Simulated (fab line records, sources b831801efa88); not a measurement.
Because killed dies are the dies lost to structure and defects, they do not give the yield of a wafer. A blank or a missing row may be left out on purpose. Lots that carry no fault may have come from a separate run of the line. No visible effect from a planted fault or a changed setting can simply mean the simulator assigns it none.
fab line records | flow gf180mcu
[record] lots = 15 | wafers = 45 | last_day = 34
route steps=602 shown HV_LDD@195 NSD@242 PSD@250
lots that met no fault: taken from a fault-free run of the same line
start_h: the number of hours between the record's first day and the start of the first shown wafer of the lot | wait_h: how many hours have passed since the lot's step before this one | " same as the row above | L1.1+2: a single row standing in for several wafers | - either no value or no given start | * or withheld: withheld | < > ~ a bound
route shown NAME@n: a module of which the file shows steps, and the number in the route of the first | usual: the fault-free wafers' mean and standard deviation | same: alike in all rows | chamber/n: place in a boat | sites: readings site by site | _std_site: standard deviation across them | _edge_site: outer sites' mean less inner sites' | radius_mm: how far each site lies from the wafer's centre | mask NAME#n: copy n | behind: tool/chamber where the wafer was last shaped | hold: why the lot was held/for how many hours/how that ended | device: the n, p or np transistor that did not switch | end of line: the same wafers' tests at the end of the route | a step without rows: its recipe alone | killed: count of dies lost to structure and defects at first sort (not the wafer's yield) | map: a wafer's dies, x killed, . not, _ none there
set.NAME: the setting the step ran with; set.NAME@STEP: the setting that earlier step ran with | model.NAME: the simulator's own value behind a step, which no gauge read
steps of the route over a sample of lots; a table a step, a row a wafer
services: the hour from which a tool's chamber was out of use, counted from the record's first day as start_h (under 0 if before that day), plus the number of hours and why
[[steps]]
[step GF_HV_LDD_CD_MEAS_19]
[recipe] target_cd_nm = 400
[usual] cd_nm = 400.5/1.9
lot.wafer | tool      | chamber | start_h | wait_h | cd_nm
L988.1    | cd_sem-01 | -       | 244.05  | 0.1    | 397.6
L988.2    | "         | -       | "       | "      | 396.7
L988.4    | "         | -       | "       | "      | 399.5
L989.1    | cd_sem-01 | -       | 253.24  | 0.1    | 400.5
L989.3    | "         | -       | "       | "      | 399.8
L989.4    | "         | -       | "       | "      | 401.0
L990.1    | cd_sem-02 | -       | 260.89  | 0.1    | 401.2
L990.2    | "         | -       | "       | "      | 401.9
L990.6    | "         | -       | "       | "      | 400.6
L991.2    | cd_sem-02 | -       | 271.77  | 0.1    | 398.3
L991.4    | "         | -       | "       | "      | 401.0
L991.5    | "         | -       | "       | "      | 401.8
L993.1    | cd_sem-02 | -       | 282.80  | 0.1    | 399.2
L993.2    | "         | -       | "       | "      | 400.0
L993.5    | "         | -       | "       | "      | 401.3
L994.1    | cd_sem-02 | -       | 286.36  | 0.2    | 399.9
L994.5    | "         | -       | "       | "      | 399.9
L994.6    | "         | -       | "       | "      | 400.1
L995.1    | cd_sem-02 | -       | 289.54  | 0.1    | 401.7
L995.4    | "         | -       | "       | "      | 398.8
L995.5    | "         | -       | "       | "      | 401.0
L996.2    | cd_sem-01 | -       | 299.81  | 0.1    | 403.2
L996.4    | "         | -       | "       | "      | 402.0
L996.6    | "         | -       | "       | "      | 400.6
L997.3    | cd_sem-01 | -       | 310.97  | 0.1    | 399.6
L997.4    | "         | -       | "       | "      | 402.3
L997.6    | "         | -       | "       | "      | 398.3
L103.2    | cd_sem-01 | -       | 354.41  | 0.1    | 399.0
L103.5    | "         | -       | "       | "      | 401.6
L103.6    | "         | -       | "       | "      | 400.9
L104.2    | cd_sem-01 | -       | 366.85  | 0.1    | 400.0
L104.4    | "         | -       | "       | "      | 401.0
L104.5    | "         | -       | "       | "      | 398.9
L106.2    | cd_sem-02 | -       | 378.82  | 0.1    | 399.1
L106.3    | "         | -       | "       | "      | 399.9
L106.5    | "         | -       | "       | "      | 397.2
L107.3    | cd_sem-02 | -       | 388.42  | 0.1    | 398.4
L107.4    | "         | -       | "       | "      | 399.0
L107.5    | "         | -       | "       | "      | 399.0
L109.1    | cd_sem-02 | -       | 408.69  | 0.1    | 398.6
L109.2    | "         | -       | "       | "      | 397.7
L109.6    | "         | -       | "       | "      | 397.7
L110.2    | cd_sem-01 | -       | 417.30  | 0.1    | 400.4
L110.3    | "         | -       | "       | "      | 400.5
L110.5    | "         | -       | "       | "      | 402.1
[step GF_NSD_CD_MEAS_07]
[recipe] target_cd_nm = 400
[usual] cd_nm = 400.9/2.1
lot.wafer | tool      | chamber | start_h | wait_h | cd_nm
L988.1    | cd_sem-01 | -       | 306.04  | 0.1    | 398.3
L988.2    | "         | -       | "       | "      | 400.0
L988.4    | "         | -       | "       | "      | 399.9
L989.1    | cd_sem-02 | -       | 317.28  | 0.1    | 401.4
L989.3    | "         | -       | "       | "      | 401.5
L989.4    | "         | -       | "       | "      | 400.9
L990.1    | cd_sem-01 | -       | 325.94  | 0.1    | 401.3
L990.2    | "         | -       | "       | "      | 401.6
L990.6    | "         | -       | "       | "      | 403.4
L991.2    | cd_sem-01 | -       | 337.60  | 0.1    | 400.9
L991.4    | "         | -       | "       | "      | 399.6
L991.5    | "         | -       | "       | "      | 398.4
L993.1    | cd_sem-01 | -       | 350.75  | 0.1    | 402.5
L993.2    | "         | -       | "       | "      | 402.3
L993.5    | "         | -       | "       | "      | 400.7
L994.1    | cd_sem-02 | -       | 353.25  | 0.1    | 397.0
L994.5    | "         | -       | "       | "      | 399.9
L994.6    | "         | -       | "       | "      | 400.4
L995.1    | cd_sem-01 | -       | 357.40  | 0.1    | 403.2
L995.4    | "         | -       | "       | "      | 404.1
L995.5    | "         | -       | "       | "      | 404.3
L996.2    | cd_sem-02 | -       | 367.36  | 0.1    | 401.8
L996.4    | "         | -       | "       | "      | 401.0
L996.6    | "         | -       | "       | "      | 402.1
L997.3    | cd_sem-01 | -       | 379.37  | 0.1    | 398.7
L997.4    | "         | -       | "       | "      | 401.0
L997.6    | "         | -       | "       | "      | 400.3
L103.2    | cd_sem-02 | -       | 427.05  | 0.1    | 401.3
L103.5    | "         | -       | "       | "      | 398.5
L103.6    | "         | -       | "       | "      | 398.6
L104.2    | cd_sem-01 | -       | 440.40  | 0.1    | 400.0
L104.4    | "         | -       | "       | "      | 403.0
L104.5    | "         | -       | "       | "      | 401.3
L106.2    | cd_sem-01 | -       | 455.30  | 0.1    | 397.8
L106.3    | "         | -       | "       | "      | 399.8
L106.5    | "         | -       | "       | "      | 400.4
L107.3    | cd_sem-02 | -       | 463.82  | 0.1    | 401.1
L107.4    | "         | -       | "       | "      | 401.0
L107.5    | "         | -       | "       | "      | 399.8
L109.1    | cd_sem-02 | -       | 485.50  | 0.1    | 399.5
L109.2    | "         | -       | "       | "      | 400.2
L109.6    | "         | -       | "       | "      | 399.8
L110.2    | cd_sem-01 | -       | 492.77  | 0.1    | 400.0
L110.3    | "         | -       | "       | "      | 399.7
L110.5    | "         | -       | "       | "      | 401.5
[step GF_PSD_COAT_02]
[recipe] resist = NOVOLAK | spin_rpm = 3000 | resist_thk_nm = 1000
[usual] chill_plate_temp_C = 23.01/0.1 | dispense_pressure_kPa = 49.3/2.4
lot.wafer | tool           | chamber | start_h | wait_h | chill_plate_temp_C | dispense_pressure_kPa
L988.1    | litho_track-01 | 0       | 316.28  | 0.1    | 22.89              | 50.1
L988.2    | "              | 0       | "       | "      | 23.01              | 50.1
L988.4    | "              | 0       | "       | "      | 22.97              | 50.1
L989.1    | litho_track-02 | 0       | 327.89  | 0.1    | 23.06              | 52.5
L989.3    | "              | 0       | "       | "      | 22.87              | 52.5
L989.4    | "              | 0       | "       | "      | 23.02              | 52.5
L990.1    | litho_track-01 | 0       | 336.48  | 0.1    | 23.02              | 50.1
L990.2    | "              | 0       | "       | "      | 23.15              | 50.1
L990.6    | "              | 0       | "       | "      | 23.08              | 50.1
L991.2    | litho_track-03 | 0       | 349.01  | 0.1    | 23.06              | 46.1
L991.4    | "              | 0       | "       | "      | 23.02              | 46.0
L991.5    | "              | 0       | "       | "      | 23.08              | 46.1
L993.1    | litho_track-01 | -       | 361.68  | 0.1    | -                  | -
L993.2    | "              | -       | "       | "      | -                  | -
L993.5    | "              | -       | "       | "      | -                  | -
L994.1    | litho_track-03 | -       | 364.48  | 0.1    | -                  | -
L994.5    | "              | -       | "       | "      | -                  | -
L994.6    | "              | -       | "       | "      | -                  | -
L995.1    | litho_track-01 | -       | 368.78  | 0.1    | -                  | -
L995.4    | "              | -       | "       | "      | -                  | -
L995.5    | "              | -       | "       | "      | -                  | -
L996.2    | litho_track-02 | 0       | 378.61  | 0.1    | 22.92              | 52.6
L996.4    | "              | 0       | "       | "      | 23.06              | 52.5
L996.6    | "              | 0       | "       | "      | 22.96              | 52.5
L997.3    | litho_track-03 | 0       | 391.58  | 0.1    | 23.01              | 46.1
L997.4    | "              | 0       | "       | "      | 23.03              | 46.1
L997.6    | "              | 0       | "       | "      | 23.01              | 46.1
L103.2    | litho_track-03 | 0       | 439.35  | 0.1    | 23.10              | 46.1
L103.5    | "              | 0       | "       | "      | 23.03              | 46.1
L103.6    | "              | 0       | "       | "      | 22.77              | 46.1
L104.2    | litho_track-01 | 0       | 453.05  | 0.1    | 22.96              | 50.1
L104.4    | "              | 0       | "       | "      | 22.89              | 50.1
L104.5    | "              | 0       | "       | "      | 22.96              | 50.1
L106.2    | litho_track-01 | 0       | 467.50  | 0.1    | 22.97              | 50.1
L106.3    | "              | 0       | "       | "      | 23.04              | 50.2
L106.5    | "              | 0       | "       | "      | 23.11              | 50.1
L107.3    | litho_track-03 | 0       | 476.18  | 0.1    | 22.82              | 46.1
L107.4    | "              | 0       | "       | "      | 22.80              | 46.1
L107.5    | "              | 0       | "       | "      | 22.88              | 46.1
L109.1    | litho_track-02 | 0       | 497.33  | 0.1    | 22.94              | 52.5
L109.2    | "              | 0       | "       | "      | 23.17              | 52.5
L109.6    | "              | 0       | "       | "      | 23.01              | 52.5
L110.2    | litho_track-03 | 0       | 505.55  | 0.1    | 22.95              | 46.1
L110.3    | "              | 0       | "       | "      | 23.07              | 46.2
L110.5    | "              | 0       | "       | "      | 23.13              | 46.1
[step GF_PSD_CD_MEAS_07]
[recipe] target_cd_nm = 400
[usual] cd_nm = 399.8/2.3
lot.wafer | tool      | chamber | start_h | wait_h | cd_nm
L988.1    | cd_sem-01 | -       | 326.83  | 0.1    | 402.1
L988.2    | "         | -       | "       | "      | 401.3
L988.4    | "         | -       | "       | "      | 400.7
L989.1    | cd_sem-01 | -       | 338.58  | 0.1    | 401.4
L989.3    | "         | -       | "       | "      | 399.0
L989.4    | "         | -       | "       | "      | 400.5
L990.1    | cd_sem-02 | -       | 347.43  | 0.1    | 396.5
L990.2    | "         | -       | "       | "      | 400.1
L990.6    | "         | -       | "       | "      | 397.5
L991.2    | cd_sem-01 | -       | 359.66  | 0.1    | 399.8
L991.4    | "         | -       | "       | "      | 399.0
L991.5    | "         | -       | "       | "      | 401.1
L993.1    | cd_sem-01 | -       | 372.84  | 0.1    | -
L993.2    | "         | -       | "       | "      | -
L993.5    | "         | -       | "       | "      | -
L994.1    | cd_sem-01 | -       | 375.88  | 0.1    | -
L994.5    | "         | -       | "       | "      | -
L994.6    | "         | -       | "       | "      | -
L995.1    | cd_sem-01 | -       | 379.98  | 0.1    | -
L995.4    | "         | -       | "       | "      | -
L995.5    | "         | -       | "       | "      | -
L996.2    | cd_sem-02 | -       | 390.30  | 0.1    | 396.2
L996.4    | "         | -       | "       | "      | 399.1
L996.6    | "         | -       | "       | "      | 399.3
L997.3    | cd_sem-01 | -       | 403.67  | 0.1    | 395.0
L997.4    | "         | -       | "       | "      | 396.5
L997.6    | "         | -       | "       | "      | 397.6
L103.2    | cd_sem-02 | -       | 452.12  | 0.2    | 397.4
L103.5    | "         | -       | "       | "      | 397.9
L103.6    | "         | -       | "       | "      | 399.5
L104.2    | cd_sem-01 | -       | 465.40  | 0.1    | 399.9
L104.4    | "         | -       | "       | "      | 398.9
L104.5    | "         | -       | "       | "      | 398.9
L106.2    | cd_sem-01 | -       | 479.69  | 0.1    | 401.0
L106.3    | "         | -       | "       | "      | 401.0
L106.5    | "         | -       | "       | "      | 399.3
L107.3    | cd_sem-02 | -       | 488.22  | 0.1    | 403.8
L107.4    | "         | -       | "       | "      | 404.7
L107.5    | "         | -       | "       | "      | 404.9
L109.1    | cd_sem-02 | -       | 509.37  | 0.1    | 397.9
L109.2    | "         | -       | "       | "      | 398.6
L109.6    | "         | -       | "       | "      | 398.5
L110.2    | cd_sem-01 | -       | 516.95  | 0.1    | 399.6
L110.3    | "         | -       | "       | "      | 399.5
L110.5    | "         | -       | "       | "      | 399.7
[step GF_PSD_TW_MEAS_11]
[usual] PSD_TW = 3195/14
lot.wafer | tool          | chamber | start_h | wait_h | PSD_TW
L988.1    | film_metro-04 | -       | 327.24  | 0.1    | 3193
L988.2    | "             | -       | "       | "      | 3190
L988.4    | "             | -       | "       | "      | 3200
L989.1    | film_metro-04 | -       | 338.99  | 0.1    | 3200
L989.3    | "             | -       | "       | "      | 3190
L989.4    | "             | -       | "       | "      | 3218
L990.1    | film_metro-02 | -       | 347.84  | 0.1    | 3196
L990.2    | "             | -       | "       | "      | 3199
L990.6    | "             | -       | "       | "      | 3197
L991.2    | film_metro-04 | -       | 360.05  | 0.1    | 3199
L991.4    | "             | -       | "       | "      | 3201
L991.5    | "             | -       | "       | "      | 3191
L993.1    | film_metro-01 | -       | 373.35  | 0.2    | 3218
L993.2    | "             | -       | "       | "      | 3208
L993.5    | "             | -       | "       | "      | 3200
L994.1    | film_metro-04 | -       | 376.29  | 0.1    | 3194
L994.5    | "             | -       | "       | "      | 3196
L994.6    | "             | -       | "       | "      | 3187
L995.1    | film_metro-02 | -       | 380.39  | 0.1    | 3195
L995.4    | "             | -       | "       | "      | 3219
L995.5    | "             | -       | "       | "      | 3191
L996.2    | film_metro-04 | -       | 390.70  | 0.1    | 3207
L996.4    | "             | -       | "       | "      | 3201
L996.6    | "             | -       | "       | "      | 3215
L997.3    | film_metro-02 | -       | 404.06  | 0.1    | 3195
L997.4    | "             | -       | "       | "      | 3191
L997.6    | "             | -       | "       | "      | 3199
L103.2    | film_metro-04 | -       | 452.52  | 0.1    | 3203
L103.5    | "             | -       | "       | "      | 3207
L103.6    | "             | -       | "       | "      | 3198
L104.2    | film_metro-04 | -       | 465.80  | 0.1    | 3219
L104.4    | "             | -       | "       | "      | 3193
L104.5    | "             | -       | "       | "      | 3189
L106.2    | film_metro-02 | -       | 480.09  | 0.1    | 3178
L106.3    | "             | -       | "       | "      | 3176
L106.5    | "             | -       | "       | "      | 3161
L107.3    | film_metro-02 | -       | 488.60  | 0.1    | 3159
L107.4    | "             | -       | "       | "      | 3177
L107.5    | "             | -       | "       | "      | 3159
L109.1    | film_metro-02 | -       | 509.78  | 0.1    | 3198
L109.2    | "             | -       | "       | "      | 3202
L109.6    | "             | -       | "       | "      | 3190
L110.2    | film_metro-02 | -       | 517.35  | 0.1    | 3186
L110.3    | "             | -       | "       | "      | 3203
L110.5    | "             | -       | "       | "      | 3181
[[services]]
tool           | chamber | start_h | hours | kind
litho_track-02 | -       | 483.14  | -     | consumable_replace:filter
[[key]]
[first_sign] step = GF_PSD_COAT_02 | reading = tool_record | direction = missing
[effect] step = GF_PSD_CD_MEAS_07 | reading = cd_nm | direction = missing
met_at GF_PSD_COAT_02
struck_lots L993,L994,L995
sort_left_out L993.1,L993.2,L993.5,L994.1,L994.5,L994.6,L995.1,L995.4,L995.5
tester_left_out L993,L994,L995
not_acting_at GF_HV_LDD_CD_MEAS_19,GF_NSD_CD_MEAS_07,GF_PSD_TW_MEAS_11
onset_between 349.01 361.68
[fault] kind = skipped_step_whole | tool = litho_track-01,litho_track-03 | chamber = - | onset_h = 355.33 | steps = GF_PSD_COAT_02 | scope = struck_lots_only
// tester_left_out: of these lots the tester's yield and bins aren't shown, on N5 and GAA mostly nor the transistor test; their killed dies are dies lost to structure and defects alone, not to doping, threshold or leakage, so they don't give the yield
// sort_left_out: the simulated sort isn't trusted on such a fault, so these wafers' sort isn't shown, and their yield isn't known
